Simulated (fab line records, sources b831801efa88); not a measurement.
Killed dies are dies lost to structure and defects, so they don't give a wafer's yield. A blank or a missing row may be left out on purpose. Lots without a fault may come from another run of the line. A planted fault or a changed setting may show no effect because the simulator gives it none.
Which tool did it? | flow gf180mcu | 12 lots, 36 wafers sampled, at 2 steps of a route of 602

WHAT THE GAUGES READ, wafer by wafer
GF_M2_CD_MEAS_14: target cd 280 nm.
lot  | measured     | on        | cd_nm (nm)
L075 | day 19 10:59 | cd_sem-02 | 279.8 279.3 279.7
L077 | day 20 11:41 | cd_sem-01 | 279.0 279.4 279.4
L079 | day 21 06:35 | cd_sem-01 | 277.6 279.5 279.0
L081 | day 22 04:07 | cd_sem-01 | 278.3 278.1 278.8
L083 | day 22 18:17 | cd_sem-02 | 277.0 277.7 276.8
L085 | day 23 06:32 | cd_sem-02 | 278.0 278.5 278.6
L087 | day 24 03:20 | cd_sem-01 | 280.3 279.6 279.9
L089 | day 24 16:50 | cd_sem-01 | 281.1 280.9 281.6
L091 | day 25 07:54 | cd_sem-02 | 280.3 281.8 280.0
L093 | day 25 21:47 | cd_sem-02 | 281.8 281.9 279.7
L095 | day 26 11:55 | cd_sem-01 | 279.9 279.3 279.9
L097 | day 27 00:37 | cd_sem-02 | 281.6 280.4 280.1

WHICH TOOL RAN EACH LOT (tool, then ch and the chambers of the sampled wafers, then the start)
lot  | GF_V1_STRIP_18
L075 | plasma_asher-04 ch 0,1, day 18 09:38
L077 | plasma_asher-01 ch 0,1, day 19 10:00
L079 | plasma_asher-04 ch 0,1, day 20 04:46
L081 | plasma_asher-02 ch 0,1, day 21 02:35
L083 | plasma_asher-02 ch 0,1, day 21 17:28
L085 | plasma_asher-02 ch 0,1, day 22 06:38
L087 | plasma_asher-01 ch 0,1, day 23 03:37
L089 | plasma_asher-02 ch 0,1, day 23 18:00
L091 | plasma_asher-02 ch 0,1, day 24 08:46
L093 | plasma_asher-02 ch 0,1, day 24 22:38
L095 | plasma_asher-01 ch 0,1, day 25 13:41
L097 | plasma_asher-02 ch 1, day 26 01:59
- GF_V1_STRIP_18: strips in O2/N2.

THE ANSWER, worked out from the rows above alone
Rule: what is usual is taken from the lots themselves. Put in order of their means at a reading, lots are off if they are a third of the lots or fewer, leave a main group of 4 or more, and stand apart from it by a gap of 3 or more times the standard deviation of the main group's means; of several such gaps the widest counts. A main group whose means are all the same, to the digits that the tables above print for the reading, isn't used. A lot without any number at a reading at which 4 lots or more have one is off too. The other lots that the step has rows for count as sound.
No lot is off at any reading shown: from this, nothing can be told.

WHAT THE SIMULATOR HAD PUT IN
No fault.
